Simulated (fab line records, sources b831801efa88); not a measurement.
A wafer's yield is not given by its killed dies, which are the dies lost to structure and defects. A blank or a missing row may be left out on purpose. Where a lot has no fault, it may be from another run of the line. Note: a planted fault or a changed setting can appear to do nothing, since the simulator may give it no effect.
2 desks looking at one fault || flow sky130 || every desk sees just its own numbers, and what lay behind them comes last

## FROM THE METROLOGY DESK
What the gauges read for every lot (on any tool): the sampled wafers with a number, averaged. Marked OUT: a lot whose mean sits more than 4 standard deviations from the usual mean, which makes it out of limits; the brackets give that distance.
Columns: A = VIA2_W_RS at SKY_VIA2_RS_MEAS_22, usual 0.272 ohm/sq; B = VIA2_W_THK at SKY_VIA2_THK_MEAS_23, usual 413 nm
{"lot": "L545", "first seen here": "day 37 08:37", "A": 0.274, "B": 406}
{"lot": "L548", "first seen here": "day 38 13:12", "A": 0.272, "B": 412}
{"lot": "L553", "first seen here": "day 39 15:36", "A": "0.237 (-6.5) OUT", "B": 416}
{"lot": "L555", "first seen here": "day 40 07:46", "A": "0.236 (-6.7) OUT", "B": 434}
{"lot": "L562", "first seen here": "day 42 12:20", "A": 0.268, "B": 415}
{"lot": "L563", "first seen here": "day 42 16:04", "A": 0.274, "B": 407}
{"lot": "L564", "first seen here": "day 43 01:13", "A": 0.275, "B": 409}
{"lot": "L566", "first seen here": "day 43 06:31", "A": 0.275, "B": 403}
{"lot": "L567", "first seen here": "day 43 14:56", "A": 0.276, "B": 409}
{"lot": "L568", "first seen here": "day 43 15:22", "A": 0.273, "B": 406}
This desk's result: L553, L555 out of limits, first on L553 (VIA2_W_RS at SKY_VIA2_RS_MEAS_22), day 39 15:36. L545, L548, L562, L563, L564, L566, L567, L568: within limits.

## AT THE TOOL OWNER'S DESK: cvd_w-02
The tool's own readings at SKY_VIA2_CVD_21 (deposits W, target thk 420 nm, time 126.4 s): means of the sampled wafers that have a number, for each lot that ran on this tool. Marked OUT: a lot whose mean sits more than 4 standard deviations from the usual mean, which makes it out of limits; the brackets give that distance.
Columns: A = heater_power_w at SKY_VIA2_CVD_21, usual 856 W; B = susceptor_temp_C at SKY_VIA2_CVD_21, usual 400.02 C
{"lot": "L548", "first seen here": "day 38 13:04", "A": 910, "B": 400.01}
{"lot": "L553", "first seen here": "day 39 15:28", "A": 900, "B": 400.11}
{"lot": "L555", "first seen here": "day 40 07:37", "A": 916, "B": 400.09}
{"lot": "L562", "first seen here": "day 42 12:12", "A": 925, "B": 400.18}
{"lot": "L563", "first seen here": "day 42 15:56", "A": 908, "B": 399.85}
{"lot": "L568", "first seen here": "day 43 15:15", "A": 926, "B": 399.93}
This desk's finding: nothing out of limits on any of the 6 lots.

## ALL TOGETHER
L553, L555 would have let the metrology desk raise an alarm at day 39 15:36.
The desk of the tool owner found nothing out of limits.
Tool owner's desk: L553, L555 on record, inside its limits.
Of the lots named, all ran SKY_VIA2_CVD_21 on cvd_w-02.

## WHAT THE SIMULATOR HAD INSERTED
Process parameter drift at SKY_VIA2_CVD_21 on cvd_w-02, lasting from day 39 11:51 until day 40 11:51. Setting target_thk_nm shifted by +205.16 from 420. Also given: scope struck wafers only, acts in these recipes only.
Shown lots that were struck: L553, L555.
Per desk, hours elapsed from the start of the fault to the first reading out of limits: for the metrology desk, 4.
